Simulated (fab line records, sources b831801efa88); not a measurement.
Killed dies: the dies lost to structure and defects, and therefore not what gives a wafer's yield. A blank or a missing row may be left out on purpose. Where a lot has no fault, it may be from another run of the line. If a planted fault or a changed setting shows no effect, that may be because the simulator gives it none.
Split-lot experiment -- flow sky130 -- 23 wafers read across 5 lots, on a route 708 steps long

== ABOUT THE SPLIT ==
At SKY_LDD_HVP_IMPLANT_08, the setting energyKev was moved away from the recipe's 20 on 10 of the 23 wafers read, by -4.4% to +5.3%. All remaining wafers had this setting at the recipe value.

Reading taken at the split's own step.

== THE READING ==
The simulator's own value implant.drpNm, read by no gauge, in nm at SKY_LDD_HVP_IMPLANT_08. There is no usual value for it anywhere in the file.

wafer,"tool, chamber at the split",energyKev as run,against the recipe,"implant.drpNm, nm",against lot-mates on the recipe
L079.1,"implanter-03, 0",21.06,+5.3%,29.75,+1.22
L079.2,"implanter-03, 0",21.06,+5.3%,29.75,+1.22
L079.3,"implanter-03, 0",21.06,+5.3%,29.75,+1.22
L079.4,"implanter-03, 0",20,recipe,28.53,-
L079.6,"implanter-03, 0",20,recipe,28.53,-
L077.1,"implanter-03, 0",19.11,-4.4%,27.63,-0.90
L077.2,"implanter-03, 0",19.11,-4.4%,27.63,-0.90
L077.6,"implanter-03, 0",19.11,-4.4%,27.63,-0.90
L077.3,"implanter-03, 0",20,recipe,28.53,-
L077.5,"implanter-03, 0",20,recipe,28.53,-
L080.1,"implanter-04, 0",20,recipe,28.53,-
L080.2,"implanter-04, 0",20,recipe,28.53,-
L080.5,"implanter-04, 0",20,recipe,28.53,-
L080.4,"implanter-04, 0",19.64,-1.8%,28.17,-0.36
L080.6,"implanter-04, 0",19.64,-1.8%,28.17,-0.36
L084.1,"implanter-04, 0",20,recipe,28.53,-
L084.3,"implanter-04, 0",20,recipe,28.53,-
L084.5,"implanter-04, 0",20,recipe,28.53,-
L084.4,"implanter-04, 0",19.5,-2.5%,28.03,-0.50
L084.6,"implanter-04, 0",19.5,-2.5%,28.03,-0.50
L085.3,"implanter-03, 0",20,recipe,28.53,-
L085.4,"implanter-03, 0",20,recipe,28.53,-
L085.5,"implanter-03, 0",20,recipe,28.53,-

FIT RESULTS
A straight line over all 23 wafers: implant.drpNm changes by +0.217 nm for each +1% of energyKev; r = +1.00; the points scatter about the line by 0.031 nm.
The same after taking each lot's own level away (the mean of its wafers on the recipe; 23 wafers): +0.217 nm for each +1%; r = +1.00; scatter 0.031 nm.
The reading moves by 1.2 nm for the largest change in energyKev, on that fit.
The lots' own levels span 28.530 to 28.530 nm.
Hence the lot-to-lot level has little effect on the slope; both slopes agree.
Check: for one of the wafers moved furthest among these (+5.3%), held out of the fit, the line's prediction against its lot-mates is +1.16 nm. Against them it came out at +1.22 nm.

== OTHER SPLITS APPLIED TO THESE WAFERS ==
Note: prior to the reading, these wafers also went through further splits. Each is held against what the fit with the lots' levels taken away leaves over:
other split on the same wafers,wafers away from the commonest value,r with implant.drpNm (lot level and that fit taken away)
SKY_RES_PROTECT_EXPOSE_04 doseMj,9,-0.08
SKY_POLY_GATE_EXPOSE_10 doseMj,10,-0.26
SKY_POLY_GATE_ETCH_16 biasW,9,-0.11
SKY_LDD_N_COAT_02 spinRpm,6,-0.09
SKY_LDD_N_IMPLANT_15 energyKev,9,-0.23
SKY_LDD_P_IMPLANT_09 energyKev,10,+0.03
SKY_LDD_HVN_STRIP_09 powerW,5,+0.32

== THE WHOLE CHAIN: every reading that the file lists as answering this split, in the file's order ==
step,what it does,reading,change (the file's fit),r (the file's)
SKY_LDD_HVP_IMPLANT_08,,"implant.rpNm (the simulator's own value, which no gauge read)",+0.62 nm for each +1% of the setting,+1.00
SKY_LDD_HVP_IMPLANT_08,,"implant.drpNm (the simulator's own value, which no gauge read)",+0.215 nm for each +1% of the setting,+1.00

== FILE'S OWN FIT ==
implant.drpNm changes by +0.215 nm for each +1% of energyKev, r = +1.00.
